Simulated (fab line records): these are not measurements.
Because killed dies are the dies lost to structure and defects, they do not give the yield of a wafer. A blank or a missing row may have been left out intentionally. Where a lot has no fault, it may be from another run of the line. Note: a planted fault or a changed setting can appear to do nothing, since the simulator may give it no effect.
fab line records :: flow sky130 :: part 2 of 2: steps 28 to 36 of 36
record
  lots=5
  wafers=15
  last-day=50
route steps=708 shown CONTACT@424 METAL1@434 VIA1@458
lots untouched by any fault: they come from a run of this same line in which no faults occurred
start-h: hours from the record's first day to the start of the lot's first wafer shown :: wait-h: hours since the lot's step before :: " the same as in the row above :: L1.1+2: several wafers, shown together as one row :: - either no value or no given start :: * or withheld: withheld :: < > ~ a bound
route shown NAME@n: NAME is a module with steps in the file, n the number in the route of the first one :: usual: mean/standard deviation of fault-free wafers :: same: alike in all rows :: chamber/n: place in a boat :: sites: the reading at each site :: _std_site: how widely they spread, as a standard deviation :: _edge_site: mean of outer sites minus mean of inner sites :: radius-mm: how far each site lies from the wafer's centre :: mask NAME#n: copy n :: behind: the tool/chamber that last shaped the wafer :: hold: why the lot went on hold/how many hours it stayed there/how the hold came to an end :: device: which transistor (n, p or np) failed to switch :: end of line: tests of these same wafers at the route's end :: a step without rows: its recipe alone :: killed: at the first sort, the dies lost to defects and structure; wafer yield is something else :: map: shows each die of a wafer: x if killed, . if not, _ if none is there
set.NAME: the setting as run; set.NAME@STEP: as run at that earlier step :: model.NAME: the simulator's own value behind a step, which no gauge read
lots seen at some steps along the route; tables by step, rows by wafer
services: from which hour (start-h, from the record's first day; less than 0 if before it) a tool's chamber was out of use, for how many hours, and why
## steps
# step SKY_METAL1_DESCUM_17
# recipe
  chemistry=O2
  source-power-w=150
  bias-power-w=0
  pressure-mtorr=10
  temp-c=40
  time-s=8
# usual
  drypump-motor-current-A=5.8/0.46
  oes-product-au=1.005/0.0088
lot.wafer: L088.3
tool: rie-metal-01
chamber: 0
start-h: 873.66
wait-h: 0.0
drypump-motor-current-A: 6.0
oes-product-au: 1.022
rf-hours-counter-h: -

lot.wafer: L088.4
tool: rie-metal-01
chamber: 1
start-h: 873.66
wait-h: 0.0
drypump-motor-current-A: 5.2
oes-product-au: 1.012
rf-hours-counter-h: -

lot.wafer: L088.6
tool: rie-metal-01
chamber: 0
start-h: 873.66
wait-h: 0.0
drypump-motor-current-A: 6.0
oes-product-au: 1.013
rf-hours-counter-h: -

lot.wafer: L089.1
tool: rie-metal-03
chamber: 1
start-h: 876.79
wait-h: 0.0
drypump-motor-current-A: 5.8
oes-product-au: 1.006
rf-hours-counter-h: 17

lot.wafer: L089.2
tool: rie-metal-03
chamber: 0
start-h: 876.79
wait-h: 0.0
drypump-motor-current-A: 5.7
oes-product-au: 0.991
rf-hours-counter-h: 14

lot.wafer: L089.3
tool: rie-metal-03
chamber: 1
start-h: 876.79
wait-h: 0.0
drypump-motor-current-A: 5.8
oes-product-au: 1.002
rf-hours-counter-h: -

lot.wafer: L090.1
tool: rie-metal-03
chamber: 0
start-h: 893.09
wait-h: 0.0
drypump-motor-current-A: 5.6
oes-product-au: 1.002
rf-hours-counter-h: 15

lot.wafer: L090.2
tool: rie-metal-03
chamber: 0
start-h: 893.09
wait-h: 0.0
drypump-motor-current-A: 5.7
oes-product-au: 0.995
rf-hours-counter-h: -

lot.wafer: L090.6
tool: rie-metal-03
chamber: 0
start-h: 893.09
wait-h: 0.0
drypump-motor-current-A: 5.6
oes-product-au: 0.999
rf-hours-counter-h: -

lot.wafer: L094.3
tool: rie-metal-01
chamber: 0
start-h: 916.95
wait-h: 0.0
drypump-motor-current-A: 6.0
oes-product-au: 1.016
rf-hours-counter-h: -

lot.wafer: L094.4
tool: rie-metal-01
chamber: 1
start-h: 916.95
wait-h: 0.0
drypump-motor-current-A: 5.1
oes-product-au: 1.002
rf-hours-counter-h: -

lot.wafer: L094.6
tool: rie-metal-01
chamber: 1
start-h: 916.95
wait-h: 0.0
drypump-motor-current-A: 5.1
oes-product-au: 1.011
rf-hours-counter-h: -

lot.wafer: L096.1
tool: rie-metal-04
chamber: 0
start-h: 942.95
wait-h: 0.0
drypump-motor-current-A: 6.6
oes-product-au: 1.016
rf-hours-counter-h: 11

lot.wafer: L096.4
tool: rie-metal-04
chamber: 0
start-h: 942.95
wait-h: 0.0
drypump-motor-current-A: 6.6
oes-product-au: 1.010
rf-hours-counter-h: -

lot.wafer: L096.5
tool: rie-metal-04
chamber: 0
start-h: 942.95
wait-h: 0.0
drypump-motor-current-A: 6.6
oes-product-au: 0.999
rf-hours-counter-h: -
# step SKY_METAL1_ETCH_18
# recipe
  chemistry=N2/H2
  target=BARC
  ion-energy-ev=200
  bias-w=100
  pressure-mtorr=30
  n2-flow-sccm=100
  h2-flow-sccm=200
  icp-w=500
  stop-on=SiO2
  time-s=45.9
  target-depth-a=600
# usual
  drypump-motor-current-A=5.8/0.46
  oes-product-au=0.855/0.0053
  throttle-valve-pct=13.225/0.01
lot.wafer: L088.3
tool: rie-metal-01
chamber: 0
start-h: 873.70
wait-h: 0.0
drypump-motor-current-A: 6.1
oes-product-au: 0.859
rf-hours-counter-h: -
throttle-valve-pct: 13.250

lot.wafer: L088.4
tool: rie-metal-01
chamber: 1
start-h: 873.70
wait-h: 0.0
drypump-motor-current-A: 5.1
oes-product-au: 0.846
rf-hours-counter-h: -
throttle-valve-pct: 13.234

lot.wafer: L088.6
tool: rie-metal-01
chamber: 0
start-h: 873.70
wait-h: 0.0
drypump-motor-current-A: 6.0
oes-product-au: 0.850
rf-hours-counter-h: -
throttle-valve-pct: 13.227

lot.wafer: L089.1
tool: rie-metal-03
chamber: 1
start-h: 876.82
wait-h: 0.0
drypump-motor-current-A: 5.8
oes-product-au: 0.852
rf-hours-counter-h: 17
throttle-valve-pct: 13.222

lot.wafer: L089.2
tool: rie-metal-03
chamber: 0
start-h: 876.82
wait-h: 0.0
drypump-motor-current-A: 5.7
oes-product-au: 0.846
rf-hours-counter-h: 14
throttle-valve-pct: 13.220

lot.wafer: L089.3
tool: rie-metal-03
chamber: 1
start-h: 876.82
wait-h: 0.0
drypump-motor-current-A: 5.8
oes-product-au: 0.857
rf-hours-counter-h: -
throttle-valve-pct: 13.229

lot.wafer: L090.1
tool: rie-metal-03
chamber: 0
start-h: 893.15
wait-h: 0.1
drypump-motor-current-A: 5.7
oes-product-au: 0.850
rf-hours-counter-h: 15
throttle-valve-pct: 13.219

lot.wafer: L090.2
tool: rie-metal-03
chamber: 0
start-h: 893.15
wait-h: 0.1
drypump-motor-current-A: 5.7
oes-product-au: 0.855
rf-hours-counter-h: -
throttle-valve-pct: 13.220

lot.wafer: L090.6
tool: rie-metal-03
chamber: 0
start-h: 893.15
wait-h: 0.1
drypump-motor-current-A: 5.7
oes-product-au: 0.855
rf-hours-counter-h: -
throttle-valve-pct: 13.215

lot.wafer: L094.3
tool: rie-metal-01
chamber: 0
start-h: 916.99
wait-h: 0.0
drypump-motor-current-A: 6.1
oes-product-au: 0.861
rf-hours-counter-h: -
throttle-valve-pct: 13.232

lot.wafer: L094.4
tool: rie-metal-01
chamber: 1
start-h: 916.99
wait-h: 0.0
drypump-motor-current-A: 5.1
oes-product-au: 0.854
rf-hours-counter-h: -
throttle-valve-pct: 13.228

lot.wafer: L094.6
tool: rie-metal-01
chamber: 1
start-h: 916.99
wait-h: 0.0
drypump-motor-current-A: 5.1
oes-product-au: 0.857
rf-hours-counter-h: -
throttle-valve-pct: 13.223

lot.wafer: L096.1
tool: rie-metal-04
chamber: 0
start-h: 943.01
wait-h: 0.1
drypump-motor-current-A: 6.6
oes-product-au: 0.853
rf-hours-counter-h: 11
throttle-valve-pct: 13.229

lot.wafer: L096.4
tool: rie-metal-04
chamber: 0
start-h: 943.01
wait-h: 0.1
drypump-motor-current-A: 6.6
oes-product-au: 0.859
rf-hours-counter-h: -
throttle-valve-pct: 13.215

lot.wafer: L096.5
tool: rie-metal-04
chamber: 0
start-h: 943.01
wait-h: 0.1
drypump-motor-current-A: 6.6
oes-product-au: 0.864
rf-hours-counter-h: -
throttle-valve-pct: 13.236
# step SKY_METAL1_METAL_ETCH_19
# recipe
  target-depth-a=3600
  stop-on=SiO2
  over-etch-frac=0.3
  time-s=78
  chemistry=Cl2/BCl3
  resist-sidewall-deg=88
  pressure-mtorr=10
  icp-w=900
  bias-w=48.5
  Cl2_flow_sccm=60
  bcl3-flow-sccm=30
# usual
  drypump-motor-current-A=5.8/0.46
  oes-product-au=0.855/0.0057
  throttle-valve-pct=22.263/0.0097
lot.wafer: L088.3
tool: rie-metal-01
chamber: 0
start-h: 873.77
wait-h: 0.1
drypump-motor-current-A: 6.0
oes-product-au: 0.849
rf-hours-counter-h: -
throttle-valve-pct: 22.247

lot.wafer: L088.4
tool: rie-metal-01
chamber: 1
start-h: 873.77
wait-h: 0.1
drypump-motor-current-A: 5.1
oes-product-au: 0.855
rf-hours-counter-h: -
throttle-valve-pct: 22.251

lot.wafer: L088.6
tool: rie-metal-01
chamber: 0
start-h: 873.77
wait-h: 0.1
drypump-motor-current-A: 6.0
oes-product-au: 0.854
rf-hours-counter-h: -
throttle-valve-pct: 22.262

lot.wafer: L089.1
tool: rie-metal-03
chamber: 1
start-h: 876.88
wait-h: 0.0
drypump-motor-current-A: 5.8
oes-product-au: 0.854
rf-hours-counter-h: 17
throttle-valve-pct: 22.266

lot.wafer: L089.2
tool: rie-metal-03
chamber: 0
start-h: 876.88
wait-h: 0.0
drypump-motor-current-A: 5.7
oes-product-au: 0.854
rf-hours-counter-h: 14
throttle-valve-pct: 22.264

lot.wafer: L089.3
tool: rie-metal-03
chamber: 1
start-h: 876.88
wait-h: 0.0
drypump-motor-current-A: 5.8
oes-product-au: 0.862
rf-hours-counter-h: -
throttle-valve-pct: 22.264

lot.wafer: L090.1
tool: rie-metal-03
chamber: 0
start-h: 893.28
wait-h: 0.1
drypump-motor-current-A: 5.7
oes-product-au: 0.857
rf-hours-counter-h: 15
throttle-valve-pct: 22.258

lot.wafer: L090.2
tool: rie-metal-03
chamber: 0
start-h: 893.28
wait-h: 0.1
drypump-motor-current-A: 5.7
oes-product-au: 0.853
rf-hours-counter-h: -
throttle-valve-pct: 22.256

lot.wafer: L090.6
tool: rie-metal-03
chamber: 0
start-h: 893.28
wait-h: 0.1
drypump-motor-current-A: 5.7
oes-product-au: 0.863
rf-hours-counter-h: -
throttle-valve-pct: 22.259

lot.wafer: L094.3
tool: rie-metal-01
chamber: 0
start-h: 917.06
wait-h: 0.1
drypump-motor-current-A: 6.0
oes-product-au: 0.852
rf-hours-counter-h: -
throttle-valve-pct: 22.264

lot.wafer: L094.4
tool: rie-metal-01
chamber: 1
start-h: 917.06
wait-h: 0.1
drypump-motor-current-A: 5.1
oes-product-au: 0.859
rf-hours-counter-h: -
throttle-valve-pct: 22.287

lot.wafer: L094.6
tool: rie-metal-01
chamber: 1
start-h: 917.06
wait-h: 0.1
drypump-motor-current-A: 5.1
oes-product-au: 0.849
rf-hours-counter-h: -
throttle-valve-pct: 22.262

lot.wafer: L096.1
tool: rie-metal-04
chamber: 0
start-h: 943.14
wait-h: 0.1
drypump-motor-current-A: 6.6
oes-product-au: 0.855
rf-hours-counter-h: 11
throttle-valve-pct: 22.256

lot.wafer: L096.4
tool: rie-metal-04
chamber: 0
start-h: 943.14
wait-h: 0.1
drypump-motor-current-A: 6.6
oes-product-au: 0.851
rf-hours-counter-h: -
throttle-valve-pct: 22.257

lot.wafer: L096.5
tool: rie-metal-04
chamber: 0
start-h: 943.14
wait-h: 0.1
drypump-motor-current-A: 6.6
oes-product-au: 0.852
rf-hours-counter-h: -
throttle-valve-pct: 22.252
# step SKY_METAL1_STRIP_20
# recipe
  chemistry=O2/N2
  power-w=1400
  pressure-mtorr=1500
  platen-temp-c=withheld
  o2-flow-sccm=3000
  n2-flow-sccm=300
  overash-fraction=0.5
# usual
  drypump-motor-current-A=5.9/0.31
  oes-product-au=0.342/0.0045
  strip-time-to-endpoint-s=2.66/0.039
# same
  overash-fraction=0.5
lot.wafer: L088.3
tool: plasma-asher-02
chamber: 1
start-h: 873.87
wait-h: 0.1
drypump-motor-current-A: 6.3
oes-product-au: 0.340
rf-hours-counter-h: -
strip-time-to-endpoint-s: 2.65

lot.wafer: L088.4
tool: plasma-asher-02
chamber: 0
start-h: 873.87
wait-h: 0.1
drypump-motor-current-A: 5.8
oes-product-au: 0.349
rf-hours-counter-h: -
strip-time-to-endpoint-s: 2.70

lot.wafer: L088.6
tool: plasma-asher-02
chamber: 1
start-h: 873.87
wait-h: 0.1
drypump-motor-current-A: 6.3
oes-product-au: 0.346
rf-hours-counter-h: -
strip-time-to-endpoint-s: 2.63

lot.wafer: L089.1
tool: plasma-asher-02
chamber: 0
start-h: 876.97
wait-h: 0.1
drypump-motor-current-A: 5.9
oes-product-au: 0.335
rf-hours-counter-h: 14
strip-time-to-endpoint-s: 2.64

lot.wafer: L089.2
tool: plasma-asher-02
chamber: 1
start-h: 876.97
wait-h: 0.1
drypump-motor-current-A: 6.2
oes-product-au: 0.347
rf-hours-counter-h: 14
strip-time-to-endpoint-s: 2.76

lot.wafer: L089.3
tool: plasma-asher-02
chamber: 1
start-h: 876.97
wait-h: 0.1
drypump-motor-current-A: 6.2
oes-product-au: 0.342
rf-hours-counter-h: -
strip-time-to-endpoint-s: 2.66

lot.wafer: L090.1
tool: plasma-asher-04
chamber: 1
start-h: 893.46
wait-h: 0.1
drypump-motor-current-A: 6.1
oes-product-au: 0.335
rf-hours-counter-h: 77
strip-time-to-endpoint-s: 2.70

lot.wafer: L090.2
tool: plasma-asher-04
chamber: 0
start-h: 893.46
wait-h: 0.1
drypump-motor-current-A: 5.5
oes-product-au: 0.340
rf-hours-counter-h: 77
strip-time-to-endpoint-s: 2.70

lot.wafer: L090.6
tool: plasma-asher-04
chamber: 0
start-h: 893.46
wait-h: 0.1
drypump-motor-current-A: 5.6
oes-product-au: 0.343
rf-hours-counter-h: -
strip-time-to-endpoint-s: 2.71

lot.wafer: L094.3
tool: plasma-asher-03
chamber: 1
start-h: 917.15
wait-h: 0.1
drypump-motor-current-A: 5.4
oes-product-au: 0.342
rf-hours-counter-h: -
strip-time-to-endpoint-s: 2.61

lot.wafer: L094.4
tool: plasma-asher-03
chamber: 0
start-h: 917.15
wait-h: 0.1
drypump-motor-current-A: 6.1
oes-product-au: 0.339
rf-hours-counter-h: -
strip-time-to-endpoint-s: 2.63

lot.wafer: L094.6
tool: plasma-asher-03
chamber: 1
start-h: 917.15
wait-h: 0.1
drypump-motor-current-A: 5.4
oes-product-au: 0.342
rf-hours-counter-h: -
strip-time-to-endpoint-s: 2.58

lot.wafer: L096.1
tool: plasma-asher-04
chamber: 1
start-h: 943.32
wait-h: 0.1
drypump-motor-current-A: 6.1
oes-product-au: 0.338
rf-hours-counter-h: 83
strip-time-to-endpoint-s: 2.64

lot.wafer: L096.4
tool: plasma-asher-04
chamber: 1
start-h: 943.32
wait-h: 0.1
drypump-motor-current-A: 6.1
oes-product-au: 0.341
rf-hours-counter-h: -
strip-time-to-endpoint-s: 2.61

lot.wafer: L096.5
tool: plasma-asher-04
chamber: 0
start-h: 943.32
wait-h: 0.1
drypump-motor-current-A: 5.6
oes-product-au: 0.337
rf-hours-counter-h: -
strip-time-to-endpoint-s: 2.63
# step SKY_METAL1_STRIP_21
# recipe
  chemistry=post-etch-residue-remover
  time-s=1200
  temp-c=72.5
lot.wafer: L088.3+4+6
tool: wet-bench-03
chamber: 3
start-h: 873.93
wait-h: 0.0

lot.wafer: L089.1+2+3
tool: wet-bench-02
chamber: 1
start-h: 877.07
wait-h: 0.1

lot.wafer: L090.1+2+6
tool: wet-bench-04
chamber: 2
start-h: 893.56
wait-h: 0.1

lot.wafer: L094.3+4+6
tool: wet-bench-03
chamber: 0
start-h: 917.22
wait-h: 0.0

lot.wafer: L096.1+4+5
tool: wet-bench-02
chamber: 0
start-h: 943.42
wait-h: 0.1
# step SKY_METAL1_CLEAN_22
# recipe
  chemistry=IPA
  time-s=180
  temp-c=25
lot.wafer: L088.3+4+6
tool: wet-bench-04
chamber: 1
start-h: 874.27
wait-h: 0.0

lot.wafer: L089.1+2+3
tool: wet-bench-03
chamber: 2
start-h: 877.41
wait-h: 0.0

lot.wafer: L090.1+2+6
tool: wet-bench-04
chamber: 1
start-h: 893.90
wait-h: 0.0

lot.wafer: L094.3+4+6
tool: wet-bench-04
chamber: 0
start-h: 917.56
wait-h: 0.0

lot.wafer: L096.1+4+5
tool: wet-bench-04
chamber: 1
start-h: 943.79
wait-h: 0.0
# step SKY_METAL1_CLEAN_23
# recipe
  chemistry=O3/DIW
  dry=n2-spin
lot.wafer: L088.3+4+6
tool: wet-bench-02
chamber: 2
start-h: 874.34
wait-h: 0.0

lot.wafer: L089.1+2+3
tool: wet-bench-04
chamber: 2
start-h: 877.47
wait-h: 0.0

lot.wafer: L090.1+2+6
tool: wet-bench-04
chamber: 1
start-h: 893.96
wait-h: 0.0

lot.wafer: L094.3+4+6
tool: wet-bench-03
chamber: 2
start-h: 917.62
wait-h: 0.0

lot.wafer: L096.1+4+5
tool: wet-bench-03
chamber: 3
start-h: 943.85
wait-h: 0.0
# step SKY_VIA1_HDPCVD_00
# recipe
  material=SiO2
  target-thk-nm=1030
  sigma-open-frac=0.3
  time-s=171.7
  temp-c=400
  sih4-flow-sccm=60
  pressure-mtorr=6
lot.wafer: L088.3+4+6
tool: hdpcvd-01
chamber: 1,2,0
start-h: 874.43
wait-h: 0.0

lot.wafer: L089.1+2+3
tool: hdpcvd-02
chamber: 0,1,2
start-h: 877.56
wait-h: 0.0

lot.wafer: L090.1+2+6
tool: hdpcvd-02
chamber: 1,0,1
start-h: 894.05
wait-h: 0.0

lot.wafer: L094.3+4+6
tool: hdpcvd-01
chamber: 1,2,1
start-h: 917.71
wait-h: 0.0

lot.wafer: L096.1+4+5
tool: hdpcvd-01
chamber: 1,1,2
start-h: 943.94
wait-h: 0.0
# step SKY_VIA1_THK_MEAS_01
# recipe
  reads=SiO2_of_VIA1_HDPCVD_00
# usual
  VIA1_HDPCVD_THK=1036/9.7
lot.wafer: L088.3
tool: film-metro-03
chamber: -
start-h: 874.56
wait-h: 0.1
VIA1_HDPCVD_THK[nm]: 1043

lot.wafer: L088.4
tool: film-metro-03
chamber: -
start-h: 874.56
wait-h: 0.1
VIA1_HDPCVD_THK[nm]: 1042

lot.wafer: L088.6
tool: film-metro-03
chamber: -
start-h: 874.56
wait-h: 0.1
VIA1_HDPCVD_THK[nm]: 1053

lot.wafer: L089.1
tool: film-metro-02
chamber: -
start-h: 877.67
wait-h: 0.1
VIA1_HDPCVD_THK[nm]: 1026

lot.wafer: L089.2
tool: film-metro-02
chamber: -
start-h: 877.67
wait-h: 0.1
VIA1_HDPCVD_THK[nm]: 1036

lot.wafer: L089.3
tool: film-metro-02
chamber: -
start-h: 877.67
wait-h: 0.1
VIA1_HDPCVD_THK[nm]: 1009

lot.wafer: L090.1
tool: film-metro-03
chamber: -
start-h: 894.16
wait-h: 0.1
VIA1_HDPCVD_THK[nm]: 1032

lot.wafer: L090.2
tool: film-metro-03
chamber: -
start-h: 894.16
wait-h: 0.1
VIA1_HDPCVD_THK[nm]: 1039

lot.wafer: L090.6
tool: film-metro-03
chamber: -
start-h: 894.16
wait-h: 0.1
VIA1_HDPCVD_THK[nm]: 1040

lot.wafer: L094.3
tool: film-metro-03
chamber: -
start-h: 917.84
wait-h: 0.1
VIA1_HDPCVD_THK[nm]: 1056

lot.wafer: L094.4
tool: film-metro-03
chamber: -
start-h: 917.84
wait-h: 0.1
VIA1_HDPCVD_THK[nm]: 1045

lot.wafer: L094.6
tool: film-metro-03
chamber: -
start-h: 917.84
wait-h: 0.1
VIA1_HDPCVD_THK[nm]: 1042

lot.wafer: L096.1
tool: film-metro-02
chamber: -
start-h: 944.05
wait-h: 0.1
VIA1_HDPCVD_THK[nm]: 1040

lot.wafer: L096.4
tool: film-metro-02
chamber: -
start-h: 944.05
wait-h: 0.1
VIA1_HDPCVD_THK[nm]: 1048

lot.wafer: L096.5
tool: film-metro-02
chamber: -
start-h: 944.05
wait-h: 0.1
VIA1_HDPCVD_THK[nm]: 1030
## services
tool: cmp-02
chamber: -
start-h: 831.39
hours: 3.8
kind: repair

tool: rie-metal-04
chamber: -
start-h: 834.16
hours: 14.6
kind: pm

tool: cmp-02
chamber: -
start-h: 837.04
hours: 22.1
kind: repair

tool: rie-diel-01
chamber: 3
start-h: 844.14
hours: 13.8
kind: repair

tool: pvd-sputter-03
chamber: -
start-h: 844.64
hours: 3.2
kind: repair

tool: pvd-sputter-04
chamber: -
start-h: 846.22
hours: 5.2
kind: repair

tool: rie-metal-04
chamber: -
start-h: 851.75
hours: 0.1
kind: repair

tool: rie-metal-04
chamber: -
start-h: 851.94
hours: 2.8
kind: pm

tool: krf-scanner-01
chamber: -
start-h: 859.36
hours: 0.2
kind: repair

tool: hdpcvd-01
chamber: 0
start-h: 861.61
hours: 3.8
kind: repair

tool: rie-diel-01
chamber: 1
start-h: 877.12
hours: 2.7
kind: repair

tool: rie-diel-02
chamber: 0
start-h: 877.67
hours: 8.5
kind: repair

tool: pvd-sputter-01
chamber: -
start-h: 879.24
hours: 2.2
kind: repair

tool: krf-scanner-02
chamber: -
start-h: 883.32
hours: 1.5
kind: repair

tool: hdpcvd-01
chamber: -
start-h: 883.98
hours: 14.6
kind: pm

tool: krf-scanner-02
chamber: -
start-h: 884.85
hours: 1.3
kind: pm

tool: cvd-w-02
chamber: -
start-h: 887.37
hours: 3.7
kind: repair

tool: plasma-asher-02
chamber: -
start-h: 894.69
hours: 10.6
kind: repair

tool: cmp-01
chamber: -
start-h: 901.02
hours: 0.4
kind: repair

tool: pvd-sputter-04
chamber: -
start-h: 905.25
hours: 12.4
kind: repair

tool: krf-scanner-01
chamber: -
start-h: 910.78
hours: 1.3
kind: pm

tool: cmp-02
chamber: -
start-h: 912.41
hours: 4.0
kind: pm

tool: krf-scanner-02
chamber: -
start-h: 924.83
hours: 0.8
kind: pm

tool: cvd-w-02
chamber: 0
start-h: 927.33
hours: 9.6
kind: repair
